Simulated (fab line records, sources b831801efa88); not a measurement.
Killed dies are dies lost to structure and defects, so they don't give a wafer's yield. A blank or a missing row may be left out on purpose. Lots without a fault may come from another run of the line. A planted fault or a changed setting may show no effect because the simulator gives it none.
Split-lot experiment | flow sfq_line | 5 lots, 23 wafers read, on a route of 325 steps

THE SPLIT
At SFQ_TRILAYER_I2_VIA_BARC_OPEN_VIA_ETCH_096 (etches BARC in O2, target depth 125 nm, time 41.7 s), the setting time_s was moved away from the recipe's 41.7 s on 8 of the 23 wafers read, by +7.0% to +14.9%. The other wafers ran this setting at the recipe's value.

The file shows no step between the split and the reading.

THE READING
KrF_of_TRILAYER_I2_VIA_LITHO_COAT_067.thk_nm (the simulator's own value, which no gauge read), in nm, at SFQ_TRILAYER_I2_VIA_ETCH_VIA_ETCH_070 (etches SiO2 in CHF3, stops on Nb, target depth 260 nm). The file gives no usual value for it. The 15 wafers here that ran the recipe average 526.9 nm, standard deviation 3 nm.

wafer  | tool, chamber at the split | time_s as run, s | against the recipe | KrF_of_TRILAYER_I2_VIA_LITHO_COAT_067.thk_nm, nm | against lot-mates on the recipe
L074.2 | rie_diel-04, 1             | 47.48            | +13.9%             | 524.4                                            | -8.7
L074.3 | rie_diel-04, 3             | 47.48            | +13.9%             | 527.8                                            | -5.3
L074.4 | rie_diel-04, 0             | 41.7             | recipe             | 530.6                                            | -
L074.5 | rie_diel-04, 2             | 47.48            | +13.9%             | 525.9                                            | -7.2
L074.6 | rie_diel-04, 3             | 41.7             | recipe             | 535.6                                            | -
L079.1 | rie_diel-01, 2             | 41.7             | recipe             | 526.6                                            | -
L079.3 | rie_diel-01, 1             | 41.7             | recipe             | 524.3                                            | -
L079.6 | rie_diel-01, 3             | 41.7             | recipe             | 523.9                                            | -
L081.1 | rie_diel-01, 3             | 41.7             | recipe             | 527                                              | -
L081.2 | rie_diel-01, 2             | 41.7             | recipe             | 526.9                                            | -
L081.3 | rie_diel-01, 1             | 47.93            | +14.9%             | 516.5                                            | -9.0
L081.4 | rie_diel-01, 0             | 41.7             | recipe             | 522.6                                            | -
L081.6 | rie_diel-01, 0             | 47.93            | +14.9%             | 515.8                                            | -9.7
L084.1 | rie_diel-01, 3             | 44.61            | +7.0%              | 521                                              | -5.5
L084.3 | rie_diel-01, 3             | 41.7             | recipe             | 526                                              | -
L084.4 | rie_diel-01, 1             | 44.61            | +7.0%              | 523.1                                            | -3.4
L084.5 | rie_diel-01, 3             | 44.61            | +7.0%              | 523.2                                            | -3.3
L084.6 | rie_diel-01, 1             | 41.7             | recipe             | 527.1                                            | -
L085.2 | rie_diel-01, 0             | 41.7             | recipe             | 529.4                                            | -
L085.3 | rie_diel-01, 2             | 41.7             | recipe             | 525.4                                            | -
L085.4 | rie_diel-01, 3             | 41.7             | recipe             | 524.6                                            | -
L085.5 | rie_diel-01, 1             | 41.7             | recipe             | 526.6                                            | -
L085.6 | rie_diel-01, 2             | 41.7             | recipe             | 526.2                                            | -

THE FIT
A straight line over all 23 wafers: KrF_of_TRILAYER_I2_VIA_LITHO_COAT_067.thk_nm changes by -0.373 nm for each +1% of time_s; r = -0.54; the points scatter about the line by 3.6 nm.
The same after taking each lot's own level away (the mean of its wafers on the recipe; 23 wafers): -0.564 nm for each +1%; r = -0.91; scatter 1.6 nm.
On that fit, the largest move of time_s shifts the reading by 8.4 nm.
The lots' own levels span 524.93 to 533.10 nm, that is 2.7 times the standard deviation above.
So the lot-to-lot level blurs the effect unless lot-mates are compared.
Check: with one of the wafers moved furthest among these (+14.9%) left out of the fit, the line predicts -8.29 nm for it against its lot-mates. It came out at -9 nm against them.

OTHER SPLITS ON THESE WAFERS
These wafers also went through other splits before the reading. Each is held against what the fit with the lots' levels taken away leaves over:
other split on the same wafers                   | wafers away from the commonest value | r with KrF_of_TRILAYER_I2_VIA_LITHO_COAT_067.thk_nm (lot level and that fit taken away)
SFQ_TRILAYER_M1_LITHO_PEB_042 peb_temp_c         | 10                                   | -0.13
SFQ_TRILAYER_I1_CMP_CMP_046 leave_above_ref_nm   | 7                                    | +0.24
SFQ_TRILAYER_I1_VIA_LITHO_COAT_054 resist_thk_nm | 12                                   | +0.30
SFQ_TRILAYER_M2_LITHO_COAT_062 resist_thk_nm     | 9                                    | -0.28
SFQ_TRILAYER_M2_LITHO_PEB_060 peb_temp_c         | 7                                    | +0.04
SFQ_TRILAYER_I2_VIA_LITHO_COAT_072 spin_rpm      | 5                                    | -0.20

THE WHOLE CHAIN: every reading that the file lists as answering this split, in the file's order
step                                       | what it does                                          | reading                                                                                       | change (the file's fit)               | r (the file's)
SFQ_TRILAYER_I2_VIA_BARC_OPEN_VIA_ETCH_096 | etches BARC in O2, target depth 125 nm, time 41.7 s   | KrF_of_TRILAYER_I2_VIA_LITHO_COAT_067.thk_nm (the simulator's own value, which no gauge read) | -0.582 nm for each +1% of the setting | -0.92
SFQ_TRILAYER_I2_VIA_ETCH_VIA_ETCH_070      | etches SiO2 in CHF3, stops on Nb, target depth 260 nm | KrF_of_TRILAYER_I2_VIA_LITHO_COAT_067.thk_nm (the simulator's own value, which no gauge read) | -0.575 nm for each +1% of the setting | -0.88

THE FILE'S OWN FIT
KrF_of_TRILAYER_I2_VIA_LITHO_COAT_067.thk_nm changes by -0.575 nm for each +1% of time_s, r = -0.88.
